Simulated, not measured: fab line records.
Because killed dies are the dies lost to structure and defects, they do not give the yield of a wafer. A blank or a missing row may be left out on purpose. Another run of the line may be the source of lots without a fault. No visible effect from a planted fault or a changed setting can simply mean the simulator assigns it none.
The tool behind it: which one? + flow sky130 + 36 wafers from 12 lots sampled at 4 of the route's 708 steps

## WHAT THE GAUGES READ, wafer by wafer
SKY_LDD_P_TW_MEAS_11.
| lot  | measured     | on            | LDD_P_TW    |
|------|--------------|---------------|-------------|
| L931 | day 18 09:59 | film metro-04 | 639 636 640 |
| L933 | day 19 08:17 | film metro-03 | 630 631 627 |
| L934 | day 19 13:41 | film metro-01 | 622 622 623 |
| L935 | day 19 22:13 | film metro-03 | 629 628 628 |
| L937 | day 21 04:49 | film metro-04 | 642 640 639 |
| L938 | day 21 06:41 | film metro-03 | 634 635 632 |
| L940 | day 21 23:29 | film metro-03 | 629 632 631 |
| L947 | day 24 13:32 | film metro-04 | 643 641 644 |
| L950 | day 27 12:56 | film metro-01 | 615 617 617 |
| L953 | day 27 19:59 | film metro-01 | 616 615 618 |
| L954 | day 27 15:33 | film metro-03 | 625 627 625 |
| L952 | day 27 21:53 | film metro-03 | 621 624 626 |

## WHAT TOOL EACH LOT RAN ON (gives the tool, then ch and the chambers of the sampled wafers, and finally the start)
| lot  | SKY_FIELD_ISO_ETCH_17           | SKY_SONOS_ONO_ETCH_15              | SKY_POLY_GATE_ETCH_16              |
|------|---------------------------------|------------------------------------|------------------------------------|
| L931 | rie si-02 ch 0,1,3, day 2 05:11 | rie diel-02 ch 1,3, day 12 06:58   | rie diel-02 ch 0,1,3, day 15 19:45 |
| L933 | rie si-01 ch 0,1, day 2 15:18   | rie diel-03 ch 1,2, day 12 23:35   | rie diel-02 ch 0,2,3, day 16 14:58 |
| L934 | rie si-02 ch 0,1,2, day 2 20:14 | rie diel-03 ch 0,2,3, day 13 03:56 | rie diel-01 ch 0,1,3, day 16 22:24 |
| L935 | rie si-01 ch 0,1,3, day 3 01:10 | rie diel-04 ch 1,2, day 13 11:59   | rie diel-01 ch 0,2,3, day 17 07:12 |
| L937 | rie si-02 ch 1,2,3, day 3 15:07 | rie diel-04 ch 0,1, day 14 16:40   | rie diel-01 ch 0,2,3, day 18 13:25 |
| L938 | rie si-02 ch 2,3, day 3 18:14   | rie diel-02 ch 0,2, day 14 17:26   | rie diel-02 ch 0,3, day 18 14:04   |
| L940 | rie si-02 ch 0,1,3, day 4 04:56 | rie diel-04 ch 1,3, day 15 07:56   | rie diel-02 ch 1,2, day 19 06:48   |
| L947 | rie si-01 ch 1,2,3, day 5 15:41 | rie diel-02 ch 0,3, day 17 17:55   | rie diel-01 ch 1,2,3, day 21 23:43 |
| L950 | rie si-02 ch 0,1,3, day 7 12:19 | rie diel-02 ch 1,2, day 20 21:32   | rie diel-03 ch 0,1,3, day 24 23:25 |
| L953 | rie si-01 ch 0,3, day 7 13:28   | rie diel-04 ch 0,1,2, day 21 04:21 | rie diel-03 ch 2,3, day 25 07:52   |
| L954 | rie si-02 ch 0,3, day 7 13:28   | rie diel-03 ch 0,3, day 21 01:26   | rie diel-01 ch 0,1,2, day 25 02:37 |
| L952 | rie si-02 ch 1,3, day 7 13:38   | rie diel-03 ch 0,3, day 21 04:14   | rie diel-02 ch 0,3, day 25 09:33   |
- SKY_FIELD_ISO_ETCH_17: etches Si in HBr/Cl2/O2, target depth 342 nm, time 97.7 s.
- SKY_SONOS_ONO_ETCH_15: etches the open film in CHF3/O2, target depth 19.52 nm, time 7.8 s.
- SKY_POLY_GATE_ETCH_16: etches Si3N4 in CH3F/O2, stops on poly-Si, time 147.5 s, target depth 75 nm.

## AS READ BY THE TOOLS THEMSELVES (means over the sampled wafers that have a number; for cases with no such wafer, the mark the record gives instead)
SKY_FIELD_ISO_ETCH_17.
| lot  | tool      | O2_flow_sccm (sccm) | drypump motor current A (A) | oes product au (a.u.) | throttle valve pct (%) |
|------|-----------|---------------------|-----------------------------|-----------------------|------------------------|
| L931 | rie si-02 | 6.000               | 5.8                         | 1.014                 | 25.653                 |
| L933 | rie si-01 | 5.980               | 5.3                         | 1.007                 | 25.657                 |
| L934 | rie si-02 | 5.992               | 5.4                         | 1.004                 | 25.645                 |
| L935 | rie si-01 | 6.002               | 5.6                         | 0.994                 | 25.668                 |
| L937 | rie si-02 | 6.001               | 5.5                         | 0.929                 | 25.705                 |
| L938 | rie si-02 | 6.001               | 5.4                         | 0.930                 | 25.706                 |
| L940 | rie si-02 | 6.012               | 5.8                         | 0.925                 | 25.707                 |
| L947 | rie si-01 | 6.008               | 5.8                         | 1.008                 | 25.657                 |
| L950 | rie si-02 | 6.008               | 5.8                         | 1.013                 | 25.641                 |
| L953 | rie si-01 | 5.995               | 5.9                         | 1.013                 | 25.656                 |
| L954 | rie si-02 | 5.994               | 6.2                         | 1.002                 | 25.647                 |
| L952 | rie si-02 | 5.995               | 5.6                         | 0.993                 | 25.658                 |

SKY_SONOS_ONO_ETCH_15.
| lot  | tool        | O2_flow_sccm (sccm) | drypump motor current A (A) | oes product au (a.u.) | throttle valve pct (%) |
|------|-------------|---------------------|-----------------------------|-----------------------|------------------------|
| L931 | rie diel-02 | 5.007               | 5.8                         | 0.994                 | 8.819                  |
| L933 | rie diel-03 | 4.998               | 5.7                         | 1.015                 | 8.823                  |
| L934 | rie diel-03 | 5.000               | 5.4                         | 1.001                 | 8.815                  |
| L935 | rie diel-04 | 5.002               | 5.2                         | 0.993                 | 8.827                  |
| L937 | rie diel-04 | 4.995               | 5.3                         | 1.001                 | 8.819                  |
| L938 | rie diel-02 | 5.011               | 5.3                         | 1.002                 | 8.824                  |
| L940 | rie diel-04 | 4.996               | 5.0                         | 0.995                 | 8.819                  |
| L947 | rie diel-02 | 5.013               | 5.6                         | 1.007                 | 8.823                  |
| L950 | rie diel-02 | 4.989               | 5.4                         | 1.004                 | 8.818                  |
| L953 | rie diel-04 | 5.007               | 5.4                         | 0.999                 | 8.820                  |
| L954 | rie diel-03 | 4.994               | 5.3                         | 1.004                 | 8.829                  |
| L952 | rie diel-03 | 5.009               | 5.3                         | 1.011                 | 8.832                  |

SKY_POLY_GATE_ETCH_16.
| lot  | tool        | O2_flow_sccm (sccm) | drypump motor current A (A) | oes product au (a.u.) | throttle valve pct (%) |
|------|-------------|---------------------|-----------------------------|-----------------------|------------------------|
| L931 | rie diel-02 | 29.99               | 5.6                         | 0.640                 | 10.530                 |
| L933 | rie diel-02 | 30.08               | 5.5                         | 0.643                 | 10.532                 |
| L934 | rie diel-01 | 30.01               | 5.5                         | 0.641                 | 10.537                 |
| L935 | rie diel-01 | 30.00               | 5.6                         | 0.640                 | 10.536                 |
| L937 | rie diel-01 | 30.03               | 5.6                         | 0.638                 | 10.529                 |
| L938 | rie diel-02 | 30.05               | 5.6                         | 0.639                 | 10.537                 |
| L940 | rie diel-02 | 29.85               | 5.4                         | 0.639                 | 10.534                 |
| L947 | rie diel-01 | 29.99               | 6.0                         | 0.634                 | 10.532                 |
| L950 | rie diel-03 | 29.99               | 5.6                         | 0.643                 | 10.540                 |
| L953 | rie diel-03 | 30.01               | 5.3                         | 0.642                 | 10.536                 |
| L954 | rie diel-01 | 30.03               | 5.7                         | 0.635                 | 10.526                 |
| L952 | rie diel-02 | 30.07               | 5.7                         | 0.634                 | 10.529                 |

## THE ANSWER, worked out from the rows above alone
Rule: usual is defined by the lots themselves. The widest of any qualifying gaps counts: lots, ordered by their means at a reading, are off when they make up no more than a third of the lots, leave a main group of 4 or more, and stand apart from it by 3 or more times the standard deviation of that group's means. If all means in a main group match to the digits the tables above print for the reading, that group is not used. A lot without any number at a reading at which 4 lots or more have one is off too. Any other lot the step has rows for is counted as sound. Order of review: gauges by route order, followed by the tools' own readings, for which a lot's mean as printed above is used. The first step at which some lot is off is used, and at that step the reading that is off furthest; a lot without a number counts as furthest.
Off: L937, L938, L940 (SKY_FIELD_ISO_ETCH_17, oes product au). Mean 1.005 a.u. and standard deviation 0.0074 in the main group.
If a tool, at that step or one of the process steps before it, ran each lot that is off and ran no sound lot following the first of them, it fits. No candidate that was tried fits.

## WHAT THE SIMULATOR PUT IN
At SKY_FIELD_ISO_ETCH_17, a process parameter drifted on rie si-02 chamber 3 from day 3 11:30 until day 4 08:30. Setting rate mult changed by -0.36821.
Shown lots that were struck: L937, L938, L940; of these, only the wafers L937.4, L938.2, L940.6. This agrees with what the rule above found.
